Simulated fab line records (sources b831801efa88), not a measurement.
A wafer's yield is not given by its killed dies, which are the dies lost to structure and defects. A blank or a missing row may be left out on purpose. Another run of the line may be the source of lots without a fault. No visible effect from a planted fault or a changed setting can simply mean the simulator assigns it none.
Code-filled problem report in 8D (eight disciplines) form :: flow gf180mcu :: the parts of the form that need people (team, actions taken, sign-off) are left out

## 1. WHAT WENT WRONG
M3_ALCU_RS at GF_M3_RS_MEAS_05 reads a mean of 0.0987 ohm/sq on 1 wafer of 1 lot; wafers without a fault read 0.0696 ohm/sq with a standard deviation of 0.00085. That puts it +34 standard deviations away from the usual mean.
The step: measures by four-point-probe.
First seen on wafer L989.3, day 28 20:53, on filmMetro-01. At this step, 33 wafers from 11 lots have a number in the record. Rule for "out" (also "out of limits"): further than 4 standard deviations from the usual mean. The other wafers with a number count as sound.

## 2. WHAT IT IS, AND WHAT IT ISN'T
question: which readings at this step
is: M3_ALCU_RS
is not: -

question: which lots
is: L989
is not: L967, L968, L969, L971, L972, L973, L977, L979, L981, L988

question: which wafers of those lots
is: L989.3
is not: L989.1, L989.2

question: read on which gauges
is: filmMetro-01
is not: filmMetro-02, filmMetro-04

question: when
is: from day 28 20:53
is not: up to then (32 sound wafers)

## 3. THE SUSPECTS, EACH WITH WHAT RULES IT OUT
Counting: a tool at a process step up to the reading stays a suspect if it ran every lot that is out. Sound lots after the first of them don't rule it out here, since some wafers of a struck lot are sound.
- the gauge at GF_M3_RS_MEAS_05 is ruled out. All the wafers that are out were read on filmMetro-01, but those of them that GF_M3_METAL_ETCH_16 has rows for are out there too, on other tools.
- rieDiel-01 at GF_V2_ETCH_17 (etches SiO2 in C4F8/O2/Ar, stops on TiN, target depth 630 nm): kept. It ran the lot that is out, L989 (day 28 20:11); its last sound lot up to then is L981 (day 26 00:07). GF_V2_ETCH_17 gives no start for some lots, so the hours and the order of its lots are those of GF_V2_RS_MEAS_24.
- pvdSputter-02 at GF_M3_SPUTTER_02 (material AlCu, target thk 450 nm, time 23.9 s): kept. It ran the lot that is out, L989 (day 28 20:47); its last sound lot up to then is L979 (day 25 07:55).
- Within rieDiel-01 at GF_V2_ETCH_17: the wafers that are out ran in chamber 0; their sound lot-mates ran in chambers 2, 3.
After counting, rieDiel-01 at GF_V2_ETCH_17 and pvdSputter-02 at GF_M3_SPUTTER_02 remain.

## 4. THE CAUSE (what the simulator had put in)
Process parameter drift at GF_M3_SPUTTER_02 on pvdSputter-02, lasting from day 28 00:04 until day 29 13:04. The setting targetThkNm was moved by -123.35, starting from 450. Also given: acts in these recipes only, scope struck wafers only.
Counting left 2 suspects, and this tool is among them.

## 5. SEQUENCE OF EFFECTS, ordered by route
Rows list readings where the struck wafers' mean (over those with a number) sits beyond 3 standard deviations from the usual. Only readings for which the record gives a usual standard deviation are gone through. hours: the time from each lot's start at the first step in this table that gives one to its start at this step, as a median over the lots. sigmas: the change in usual standard deviations.
hours: 0
step: GF_M3_RS_MEAS_05
reading: M3_ALCU_RS
usual: 0.0696 ohm/sq
on struck wafers: 0.0987
change: +0.0291
sigmas: +34

hours: 0
step: GF_M3_THK_MEAS_06
reading: M3_ALCU_THK
usual: 445 nm
on struck wafers: 316
change: -129
sigmas: -22

hours: 18
step: GF_M3_METAL_ETCH_16
reading: oesProductAu
usual: 0.971 a.u.
on struck wafers: 0.833
change: -0.138
sigmas: -23

hours: 18
step: GF_M3_METAL_ETCH_16
reading: throttleValvePct
usual: 28.251 %
on struck wafers: 28.392
change: +0.141
sigmas: +15
It contains these process steps:
- GF_M3_METAL_ETCH_16: etches the open film in Cl2/BCl3, stops on SiO2, target depth 627.5 nm, time 104.6 s.

## 6. HOW IT WOULD HAVE BEEN CAUGHT EARLIER
The first out-of-limits reading at a measuring or inspecting step in this record came at day 28 20:53, 21 hours after the fault's start at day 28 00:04.
An alarm limit of 4 standard deviations would not have fired on the tool readings at GF_M3_SPUTTER_02 for which the record gives a usual standard deviation, since none of them was out on any struck wafer.
All the lots that are out (1) had begun GF_M3_SPUTTER_02 on pvdSputter-02 by day 28 20:53. None of them would have been spared by holding the tool at that moment.
